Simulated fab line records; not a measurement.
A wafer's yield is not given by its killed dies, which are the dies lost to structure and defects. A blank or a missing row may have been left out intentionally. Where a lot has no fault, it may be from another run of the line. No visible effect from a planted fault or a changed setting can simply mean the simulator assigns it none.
fab line records	flow gf180mcu
[record] lots = 5	wafers = 14	last_day = 34
route steps=602 shown V4@500 MIM@503 M5@526
lots that met no fault: from a run of the same line without faults
start_h: the number of hours between the record's first day and the start of the first shown wafer of the lot	wait_h: hours since the lot's step before	" identical to the entry in the row above	L1.1+2: a row that stands for several wafers	- value missing, or start not given	* or withheld: withheld	< > ~ a bound
route shown NAME@n: a module of which the file shows steps, and the number in the route of the first	usual: the fault-free wafers' mean and standard deviation	same: alike in all rows	chamber/n: place in a boat	sites: readings site by site	_std_site: standard deviation across them	_edge_site: the outer-site mean with the inner-site mean subtracted	radius_mm: how far each site lies from the wafer's centre	mask NAME#n: copy n	behind: the last tool/chamber to shape the wafer	hold: why the lot went on hold/how many hours it stayed there/how the hold came to an end	device: transistor that didn't switch, given as n, p or np	end of line: tests of these same wafers at the route's end	a step given without rows: its recipe and nothing more	killed: the dies lost at the first sort to structure and to defects; this is not the yield of the wafer	map: a wafer's dies, x killed, . not, _ none there
set.NAME: the setting as run; set.NAME@STEP: as run at that earlier step	model.NAME: the simulator's own value behind a step, which no gauge read
certain route steps with their lots: each step a table, each wafer a row
services: the hour from which a tool's chamber was out of use, counted from the record's first day as start_h (under 0 if before that day), plus the number of hours and why
[[steps]]
[step GF_V4_RS_MEAS_24]
[recipe] thk_meas_gauge = four-point-probe	reads = W_of_V4_CVD_23+TiN_of_V4_SPUTTER_22+Ti_of_V4_SPUTTER_21
[usual] V4_W_RS = 0.330/0.004
lot.wafer	tool	chamber	start_h	wait_h	V4_W_RS[ohm/sq]
L838.2	film_metro-01	-	594.25	0.1	0.335
L838.3	"	-	"	"	0.331
L838.6	"	-	"	"	0.331
L845.4	film_metro-03	-	647.04	0.1	0.334
L845.5	"	-	"	"	0.332
L851.2	film_metro-01	-	677.67	0.1	0.326
L851.4	"	-	"	"	0.324
L851.5	"	-	"	"	0.328
L856.2	film_metro-03	-	717.59	0.1	0.326
L856.3	"	-	"	"	0.329
L856.4	"	-	"	"	0.328
L858.2	film_metro-02	-	725.75	0.1	0.332
L858.3	"	-	"	"	0.331
L858.4	"	-	"	"	0.330
[step GF_V4_THK_MEAS_25]
[recipe] thk_meas_gauge = xrf	reads = W_of_V4_CVD_23
[usual] V4_W_THK = 343/4.9
lot.wafer	tool	chamber	start_h	wait_h	V4_W_THK[nm]
L838.2	film_metro-01	-	594.36	0.1	339
L838.3	"	-	"	"	341
L838.6	"	-	"	"	343
L845.4	film_metro-03	-	647.13	0.1	335
L845.5	"	-	"	"	338
L851.2	film_metro-01	-	677.78	0.1	350
L851.4	"	-	"	"	351
L851.5	"	-	"	"	346
L856.2	film_metro-03	-	717.70	0.1	339
L856.3	"	-	"	"	338
L856.4	"	-	"	"	339
L858.2	film_metro-02	-	725.86	0.1	344
L858.3	"	-	"	"	345
L858.4	"	-	"	"	343
[step GF_V4_CMP_26]
[recipe] stop_on = SiO2	down_force_psi = 3.5	platen_rpm = 60	t_overpolish_s = 15	target_thk_nm = 0	pad_velocity_m_s = 0.94248
[step GF_MIM_SPUTTER_00]
[recipe] material = Ti	target_thk_nm = 37.5	arriving_ion_energy_ev = 80	substrate_temp_c = 200	chamber_pressure_pa = 2	power_w = 4000	time_s = 150
[step GF_MIM_SPUTTER_01]
[recipe] material = TiN	target_thk_nm = 30	power_w = 6500	time_s = 25	chamber_pressure_pa = 0.4
[step GF_MIM_SPUTTER_02]
[recipe] material = AlCu	target_thk_nm = 450	power_w = 10600	time_s = 23.9	chamber_pressure_pa = 0.4
[step GF_MIM_SPUTTER_03]
[recipe] material = Ti	target_thk_nm = 10	substrate_temp_c = 300	chamber_pressure_pa = 0.3	power_w = 3000	time_s = 6.7
[step GF_MIM_SPUTTER_04]
[recipe] material = TiN	target_thk_nm = 50	power_w = 6500	time_s = 41.7	chamber_pressure_pa = 0.4
[step GF_MIM_CVD_05]
[recipe] material = Si3N4	target_thk_nm = 42	temp_max_c = 400	temp_c = 385	time_s = 29.086	rf_w = 450
[usual] heater_power_w = 660/130	rf_fwd_power_W = 444.9/2.1
lot.wafer	tool	chamber	start_h	wait_h	heater_power_w	rf_fwd_power_W
L838.2	pecvd-04	0	594.93	0.0	762	444.3
L838.3	"	2	"	"	652	444.0
L838.6	"	1	"	"	557	445.0
L845.4	pecvd-04	2	647.69	0.0	708	443.0
L845.5	"	0	"	"	828	449.2
L851.2	pecvd-04	0	678.35	0.0	709	448.6
L851.4	"	1	"	"	525	446.5
L851.5	"	0	"	"	723	449.1
L856.2	pecvd-04	1	718.27	0.0	542	444.3
L856.3	"	0	"	"	776	447.7
L856.4	"	2	"	"	674	444.6
L858.2	pecvd-04	2	727.38	0.0	623	444.2
L858.3	"	0	"	"	796	447.6
L858.4	"	1	"	"	528	446.0
[step GF_MIM_THK_MEAS_06]
[recipe] reads = Si3N4_of_MIM_CVD_05
[usual] MIM_CVD_05_THK = 42.0/0.56
lot.wafer	tool	chamber	start_h	wait_h	MIM_CVD_05_THK[nm]
L838.2	film_metro-04	-	594.97	0.0	42.0
L838.3	"	-	"	"	42.2
L838.6	"	-	"	"	43.1
L845.4	film_metro-04	-	647.74	0.0	42.0
L845.5	"	-	"	"	41.7
L851.2	film_metro-04	-	678.39	0.0	42.1
L851.4	"	-	"	"	43.1
L851.5	"	-	"	"	42.4
L856.2	film_metro-03	-	718.31	0.0	41.8
L856.3	"	-	"	"	41.0
L856.4	"	-	"	"	42.8
L858.2	film_metro-02	-	727.42	0.0	42.1
L858.3	"	-	"	"	41.2
L858.4	"	-	"	"	43.1
[step GF_MIM_SPUTTER_07]
[recipe] material = TiN	target_thk_nm = 60	power_w = 6500	time_s = 50	chamber_pressure_pa = 0.4
[step GF_MIM_SPUTTER_08]
[recipe] material = AlCu	target_thk_nm = 200	power_w = 10600	time_s = 10.6	chamber_pressure_pa = 0.4
[usual] throttle_valve_pct = 29.8/0.93
lot.wafer	tool	chamber	start_h	wait_h	throttle_valve_pct
L838.2	pvd_sputter-04	-	595.06	0.0	31.1
L838.3	"	-	"	"	29.6
L838.6	"	-	"	"	29.7
L845.4	pvd_sputter-04	-	647.82	0.0	28.3
L845.5	"	-	"	"	29.3
L851.2	pvd_sputter-01	-	678.48	0.0	29.2
L851.4	"	-	"	"	29.0
L851.5	"	-	"	"	28.9
L856.2	pvd_sputter-03	-	718.41	0.0	30.7
L856.3	"	-	"	"	30.8
L856.4	"	-	"	"	30.8
L858.2	pvd_sputter-04	-	727.51	0.0	29.9
L858.3	"	-	"	"	29.4
L858.4	"	-	"	"	30.8
[step GF_MIM_SPUTTER_09]
[recipe] material = TiN	target_thk_nm = 35	power_w = 6500	time_s = 29.2	chamber_pressure_pa = 0.4
[usual] throttle_valve_pct = 29.7/0.89
lot.wafer	tool	chamber	start_h	wait_h	throttle_valve_pct	model.TiN_of_MIM_SPUTTER_09.thk_nm
L838.2	pvd_sputter-04	-	595.09	0.0	30.6	35.44
L838.3	"	-	"	"	29.4	35.05
L838.6	"	-	"	"	29.8	35.94
L845.4	pvd_sputter-04	-	647.84	0.0	28.0	35.13
L845.5	"	-	"	"	29.5	41.53
L851.2	pvd_sputter-01	-	678.51	0.0	29.3	34.19
L851.4	"	-	"	"	29.0	34.39
L851.5	"	-	"	"	28.9	34.38
L856.2	pvd_sputter-03	-	718.43	0.0	30.4	35.2
L856.3	"	-	"	"	30.8	34.89
L856.4	"	-	"	"	31.1	35.11
L858.2	pvd_sputter-04	-	727.54	0.0	29.7	35.68
L858.3	"	-	"	"	29.3	34.64
L858.4	"	-	"	"	30.8	35.2
[step GF_MIM_RS_MEAS_10]
[recipe] thk_meas_gauge = four-point-probe	reads = TiN_of_MIM_SPUTTER_09+AlCu_of_MIM_SPUTTER_08+TiN_of_MIM_SPUTTER_07
[usual] MIM_ALCU_RS = 0.1595/0.0021
lot.wafer	tool	chamber	start_h	wait_h	MIM_ALCU_RS[ohm/sq]
L838.2	film_metro-03	-	595.14	0.0	0.1601
L838.3	"	-	"	"	0.1594
L838.6	"	-	"	"	0.1611
L845.4	film_metro-04	-	647.93	0.1	0.1616
L845.5	"	-	"	"	0.1588
L851.2	film_metro-03	-	678.56	0.0	0.1599
L851.4	"	-	"	"	0.1590
L851.5	"	-	"	"	0.1602
L856.2	film_metro-02	-	718.48	0.0	0.1592
L856.3	"	-	"	"	0.1580
L856.4	"	-	"	"	0.1567
L858.2	film_metro-04	-	727.59	0.0	0.1606
L858.3	"	-	"	"	0.1584
L858.4	"	-	"	"	0.1610
[step GF_MIM_THK_MEAS_11]
[recipe] thk_meas_gauge = xrf	reads = AlCu_of_MIM_SPUTTER_08
[usual] MIM_ALCU_THK = 204/3
lot.wafer	tool	chamber	start_h	wait_h	MIM_ALCU_THK[nm]
L838.2	film_metro-03	-	595.25	0.1	200
L838.3	"	-	"	"	201
L838.6	"	-	"	"	200
L845.4	film_metro-04	-	648.02	0.1	201
L845.5	"	-	"	"	202
L851.2	film_metro-03	-	678.67	0.1	201
L851.4	"	-	"	"	202
L851.5	"	-	"	"	201
L856.2	film_metro-02	-	718.59	0.1	206
L856.3	"	-	"	"	206
L856.4	"	-	"	"	208
L858.2	film_metro-04	-	727.70	0.1	203
L858.3	"	-	"	"	206
L858.4	"	-	"	"	201
[step GF_MIM_DEHYDRATE_12]
[recipe] temp_c = 200	time_s = 60
[step GF_MIM_HMDS_13]
[recipe] prime_time_s = 60	prime_temp_c = 120
[step GF_MIM_COAT_14]
[recipe] resist = NOVOLAK	spin_rpm = 3000	resist_thk_nm = 1000
[step GF_MIM_SOFTBAKE_15]
[recipe] temp_c = 90	time_s = 60	resist = NOVOLAK
[step GF_MIM_EXPOSE_16]
[recipe] mask_id = FuseTop	target_cd_nm = 2000	na = 0.6	source_shape = conventional	sigma_outer = 0.6	dose_mj = 140
[step GF_MIM_PEB_17]
[recipe] temp_c = withheld	time_s = *	resist = NOVOLAK
[step GF_MIM_DEVELOP_18]
[recipe] develop_time_s = 60	dev_temp_c = 23
[step GF_MIM_METAL_ETCH_19]
[recipe] chemistry = Cl2/BCl3	mask_material = NOVOLAK	stop_on = Si3N4	target_depth_nm = 324.5	pressure_mtorr = 8	icp_w = 800	bias_w = 140	Cl2_flow_sccm = 80	bcl3_flow_sccm = 40	time_s = 54.1
[usual] drypump_motor_current_A = 5.7/0.59	mfc_cl2_sccm = 79.93/0.23	oes_product_au = 0.943/0.0068	rf_fwd_power_W = 794/3	throttle_valve_pct = 28.281/0.011
lot.wafer	tool	chamber	start_h	wait_h	drypump_motor_current_A	mfc_cl2_sccm	oes_product_au	rf_fwd_power_W	rf_hours_counter_h	throttle_valve_pct
L838.2	rie_metal-01	0	616.15	0.1	6.6	79.82	0.948	793	6	28.274
L838.3	"	0	"	"	6.6	79.68	0.950	793	-	28.281
L838.6	"	0	"	"	6.6	79.72	0.945	795	-	28.275
L845.4	rie_metal-03	1	667.32	0.1	5.0	80.07	0.944	797	-	28.279
L845.5	"	0	"	"	5.5	79.84	0.953	795	-	28.272
L851.2	rie_metal-03	0	696.53	0.1	5.5	79.93	0.940	796	2	28.297
L851.4	"	1	"	"	5.0	80.04	0.938	790	-	28.277
L851.5	"	1	"	"	5.1	80.17	0.933	790	-	28.283
L856.2	rie_metal-01	0	735.63	0.1	6.6	79.74	0.936	796	10	28.271
L856.3	"	1	"	"	5.9	79.79	0.949	787	-	28.275
L856.4	"	0	"	"	6.6	79.90	0.949	795	-	28.278
L858.2	rie_metal-03	1	744.93	0.1	5.0	80.14	0.944	793	5	28.288
L858.3	"	0	"	"	5.5	79.45	0.942	795	-	28.270
L858.4	"	1	"	"	5.1	80.02	0.945	795	-	28.298
[step GF_MIM_STRIP_20]
[recipe] chemistry = O2/N2	power_w = 1400	pressure_mtorr = 1500	platen_temp_c = 250	o2_flow_sccm = 3000	n2_flow_sccm = 300	overash_fraction = 0.5
[step GF_MIM_STRIP_21]
[recipe] chemistry = post_etch_residue_remover	time_s = 1200	temp_c = 72.5
[step GF_MIM_CLEAN_22]
[recipe] chemistry = DIW	dry = n2_spin
[step GF_M5_DEHYDRATE_00]
[recipe] temp_c = 200	time_s = 60
[step GF_M5_HMDS_01]
[recipe] prime_time_s = 60	prime_temp_c = 120
[step GF_M5_COAT_02]
[recipe] resist = KrF	spin_rpm = withheld	resist_thk_nm = 1000
[step GF_M5_SOFTBAKE_03]
[recipe] temp_c = 130	time_s = 60	resist = KrF
[step GF_M5_EXPOSE_04]
[recipe] mask_id = Metal5	target_cd_nm = 280	na = 0.68	source_shape = conventional	sigma_outer = 0.6	dose_mj = 28
[step GF_M5_PEB_05]
[recipe] peb_temp_c = 135	peb_time_s = 90	resist = KrF
[step GF_M5_DEVELOP_06]
[recipe] develop_time_s = 60	dev_temp_c = 21
[step GF_M5_CD_MEAS_07]
[recipe] target_cd_nm = 280
[usual] cd_nm = 280.1/1.3
lot.wafer	tool	chamber	start_h	wait_h	cd_nm
L838.2	cd_sem-02	-	637.47	0.1	277.7
L838.3	"	-	"	"	278.7
L838.6	"	-	"	"	277.0
L845.4	cd_sem-01	-	686.29	0.1	279.4
L845.5	"	-	"	"	279.4
L851.2	cd_sem-02	-	715.20	0.1	281.1
L851.4	"	-	"	"	279.8
L851.5	"	-	"	"	281.0
L856.2	cd_sem-02	-	753.00	0.1	282.0
L856.3	"	-	"	"	281.4
L856.4	"	-	"	"	283.6
L858.2	cd_sem-01	-	761.06	0.1	280.0
L858.3	"	-	"	"	279.9
L858.4	"	-	"	"	279.9
[step GF_M5_OVL_MEAS_08]
[usual] M5_OVL = -2/5
lot.wafer	tool	chamber	start_h	wait_h	M5_OVL[nm]
L838.2	overlay-01	-	637.57	0.1	-2
L838.3	"	-	"	"	7
L838.6	"	-	"	"	-2
L845.4	overlay-01	-	686.37	0.1	-7
L845.5	"	-	"	"	-4
L851.2	overlay-02	-	715.31	0.1	-1
L851.4	"	-	"	"	2
L851.5	"	-	"	"	1
L856.2	overlay-01	-	753.11	0.1	4
L856.3	"	-	"	"	1
L856.4	"	-	"	"	-7
L858.2	overlay-02	-	761.17	0.1	8
L858.3	"	-	"	"	-1
L858.4	"	-	"	"	2
[step GF_M5_ETCH_09]
[recipe] chemistry = CF4/O2	target = Si3N4	target_depth_nm = 52	source_w = 800	bias_w = 150	pressure_mtorr = 150	cf4_flow_sccm = 80	O2_flow_sccm = 10	time_s = 11.6
[usual] drypump_motor_current_A = 5.9/0.5	oes_product_au = 0.999/0.0091	rf_fwd_power_W = 787/3.9	throttle_valve_pct = 5.971/0.009
lot.wafer	tool	chamber	start_h	wait_h	drypump_motor_current_A	oes_product_au	rf_fwd_power_W	rf_hours_counter_h	throttle_valve_pct
L838.2	rie_diel-01	0	637.60	0.0	5.7	1.008	793	42	5.968
L838.3	"	3	"	"	5.0	0.999	786	8	5.977
L838.6	"	1	"	"	5.5	0.988	781	-	5.963
L845.4	rie_diel-01	3	686.39	0.0	5.0	0.991	784	10	5.989
L845.5	"	1	"	"	5.4	0.997	777	-	5.968
L851.2	rie_diel-02	1	715.34	0.0	6.6	1.007	787	55	5.976
L851.4	"	3	"	"	5.4	0.994	786	5	5.976
L851.5	"	0	"	"	6.0	0.997	794	-	5.967
L856.2	rie_diel-04	2	753.14	0.0	5.6	0.994	787	4	5.969
L856.3	"	1	"	"	5.7	0.996	779	19	5.968
L856.4	"	0	"	"	5.3	1.000	780	33	5.982
L858.2	rie_diel-02	3	761.20	0.0	5.4	1.002	788	7	5.987
L858.3	"	0	"	"	6.0	1.001	792	49	5.970
L858.4	"	2	"	"	6.1	1.005	785	8	5.962
[step GF_M5_METAL_ETCH_10]
[recipe] chemistry = Cl2/BCl3	mask_material = KrF	target_depth_nm = 750.8	stop_on = SiO2	pressure_mtorr = 8	icp_w = 800	bias_w = 140	Cl2_flow_sccm = 80	bcl3_flow_sccm = 40	time_s = 125.1
[step GF_M5_STRIP_11]
[recipe] chemistry = O2/N2	power_w = 1400	pressure_mtorr = 1500	platen_temp_c = 250	o2_flow_sccm = 3000	n2_flow_sccm = 300	overash_fraction = 0.5
[usual] drypump_motor_current_A = 5.6/0.61	heater_power_w = 339/27	oes_product_au = 0.524/0.0057	strip_time_to_endpoint_s = 7.05/0.074
[same] overash_fraction = 0.5
lot.wafer	tool	chamber	start_h	wait_h	drypump_motor_current_A	heater_power_w	oes_product_au	rf_hours_counter_h	strip_time_to_endpoint_s
L838.2	plasma_asher-04	1	637.75	0.1	5.0	376	0.523	50	6.99
L838.3	"	1	"	"	5.0	366	0.526	-	7.02
L838.6	"	1	"	"	5.0	360	0.524	-	7.09
L845.4	plasma_asher-02	1	686.57	0.1	4.9	315	0.528	-	6.97
L845.5	"	0	"	"	6.3	302	0.530	-	7.01
L851.2	plasma_asher-04	0	715.49	0.1	6.3	341	0.531	58	7.11
L851.4	"	1	"	"	4.9	364	0.538	-	7.10
L851.5	"	1	"	"	5.0	368	0.524	-	7.09
L856.2	plasma_asher-04	0	753.29	0.1	6.3	326	0.525	63	7.03
L856.3	"	1	"	"	5.0	377	0.531	-	6.99
L856.4	"	0	"	"	6.3	329	0.517	-	7.11
L858.2	plasma_asher-04	1	761.48	0.2	5.0	370	0.530	64	7.14
L858.3	"	0	"	"	6.3	329	0.531	-	7.15
L858.4	"	1	"	"	5.0	366	0.531	-	7.12
[step GF_M5_STRIP_12]
[recipe] chemistry = post_etch_residue_remover	time_s = 1200	temp_c = 72.5
lot.wafer	tool	chamber	start_h	wait_h	model.TiN_of_MIM_SPUTTER_09.thk_nm
L838.2	wet_bench-03	1	637.85	0.1	34.6
L838.3	"	1	"	"	34.21
L838.6	"	1	"	"	35.1
L845.4	wet_bench-04	3	686.64	0.0	34.3
L845.5	"	3	"	"	40.7
L851.2	wet_bench-02	3	715.59	0.1	33.35
L851.4	"	3	"	"	33.55
L851.5	"	3	"	"	33.54
L856.2	wet_bench-04	0	753.39	0.1	34.37
L856.3	"	0	"	"	34.06
L856.4	"	0	"	"	34.28
L858.2	wet_bench-04	2	761.58	0.1	34.83
L858.3	"	2	"	"	33.79
L858.4	"	2	"	"	34.36
[step GF_M5_CLEAN_13]
[recipe] chemistry = DIW	dry = n2_spin
[[services]]
tool	chamber	start_h	hours	kind
wet_bench-02	-	574.87	4.0	repair
pvd_sputter-04	2	587.58	-	consumable_replace:kit
pvd_sputter-04	2	587.58	18.0	scheduled_down
pvd_sputter-04	2	587.58	18.0	vent_cycle
pecvd-04	2	597.93	9.8	repair
rie_metal-03	1	608.32	-	clean
pecvd-04	1	610.99	1.8	repair
plasma_asher-04	-	611.97	2.8	pm
rie_diel-01	2	620.27	22.5	repair
wet_bench-02	-	627.64	3.2	repair
rie_diel-02	2	628.84	4.5	repair
plasma_asher-02	-	641.48	5.9	repair
pvd_sputter-03	-	645.80	3.4	repair
plasma_asher-04	-	651.13	4.9	repair
pecvd-04	-	651.62	2.4	repair
rie_diel-02	3	652.31	4.8	repair
wet_bench-02	-	695.56	4.3	repair
wet_bench-04	-	697.69	0.7	repair
pvd_sputter-04	-	708.70	14.7	repair
rie_diel-01	-	724.38	2.0	repair
pvd_sputter-03	-	725.66	1.5	repair
rie_diel-02	-	733.53	0.4	repair
plasma_asher-02	-	738.12	0.7	repair
rie_metal-03	0	757.31	22.2	repair
[[key]]
first_sign none at tools or gauges
[model_effect] step = GF_MIM_SPUTTER_09	value = TiN_of_MIM_SPUTTER_09.thk_nm	without = 34.84	struck = 41.53
[model_effect] step = GF_M5_STRIP_12	value = TiN_of_MIM_SPUTTER_09.thk_nm	without = 34	struck = 40.7
met_at GF_MIM_SPUTTER_09
struck_wafers L845.5
onset_between 595.09 647.84
[fault] kind = process_parameter_drift	tool = pvd_sputter-04	chamber = -	onset_h = 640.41	steps = GF_MIM_SPUTTER_09	channel = time_s	offset = *	shape = step	end_h = 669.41	scope = struck_wafers_only	acts_in = *	stated = *
